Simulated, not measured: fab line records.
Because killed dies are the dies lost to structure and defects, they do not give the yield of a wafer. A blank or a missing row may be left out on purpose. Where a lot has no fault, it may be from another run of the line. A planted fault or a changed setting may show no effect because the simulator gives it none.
Which tool did it? :: flow gf180mcu :: 14 lots (42 wafers sampled), 1 step of a 602-step route

## WHAT THE GAUGES SHOWED, per wafer
GF_NWELL_OVL_MEAS_07. Usual: for NWELL_OVL the level is -0.5 nm and the standard deviation is 1.5.
lot: L354
measured: day 3 13:16
on: overlay-01
NWELL_OVL (nm): -0.1 -1.0 0.9
flag: 

lot: L355
measured: day 3 21:40
on: overlay-02
NWELL_OVL (nm): -0.3 1.4 -0.3
flag: 

lot: L357
measured: day 4 07:08
on: overlay-01
NWELL_OVL (nm): 1.1 0.6 -0.7
flag: 

lot: L358
measured: day 4 14:52
on: overlay-01
NWELL_OVL (nm): 1.2 1.2 -1.1
flag: 

lot: L359
measured: day 4 18:19
on: overlay-01
NWELL_OVL (nm): -0.4 -1.9 -0.5
flag: 

lot: L360
measured: day 4 23:22
on: overlay-02
NWELL_OVL (nm): -2.9 -3.7 -3.8
flag: 

lot: L361
measured: day 5 04:01
on: overlay-02
NWELL_OVL (nm): -0.1 -0.9 -0.4
flag: 

lot: L362
measured: day 5 11:28
on: overlay-01
NWELL_OVL (nm): -0.3 -0.4 -0.4
flag: 

lot: L365
measured: day 6 04:53
on: overlay-01
NWELL_OVL (nm): -1.9 -0.1 0.3
flag: 

lot: L367
measured: day 6 15:32
on: overlay-01
NWELL_OVL (nm): 2.9 1.4 2.4
flag: 

lot: L369
measured: day 7 00:46
on: overlay-01
NWELL_OVL (nm): -2.0 0.9 -0.6
flag: 

lot: L371
measured: day 7 12:31
on: overlay-02
NWELL_OVL (nm): 0.9 -1.0 -2.9
flag: 

lot: L374
measured: day 8 03:58
on: overlay-02
NWELL_OVL (nm): 0.3 -1.1 0.9
flag: 

lot: L377
measured: day 8 19:25
on: overlay-01
NWELL_OVL (nm): -0.8 -0.8 0.4
flag: 

## WHAT TOOL EACH LOT RAN ON (gives the tool, then ch and the chambers of the sampled wafers, and finally the start)
Before these readings, the record contains no process step.

## AS READ BY THE TOOLS THEMSELVES (means over the sampled wafers that have a number; for cases with no such wafer, the mark the record gives instead)
The record holds no such reading with a usual standard deviation.

## THE ANSWER, worked out from the rows above alone
Rule: a lot is off if the mean of its wafers that have a number lies more than 3 standard deviations from the usual mean. A lot without any number at a reading at which 4 lots or more have one is off too. Any other lot the step has rows for is counted as sound. The gauges are gone through in route order, then the tools' own readings, and for those a lot's mean is taken as printed above. At the first step where some lot is off, the reading lying furthest off is the one used; lots without a number count as furthest.
None of the lots is off at any reading shown; this tells nothing.

## WHAT THE SIMULATOR PUT IN
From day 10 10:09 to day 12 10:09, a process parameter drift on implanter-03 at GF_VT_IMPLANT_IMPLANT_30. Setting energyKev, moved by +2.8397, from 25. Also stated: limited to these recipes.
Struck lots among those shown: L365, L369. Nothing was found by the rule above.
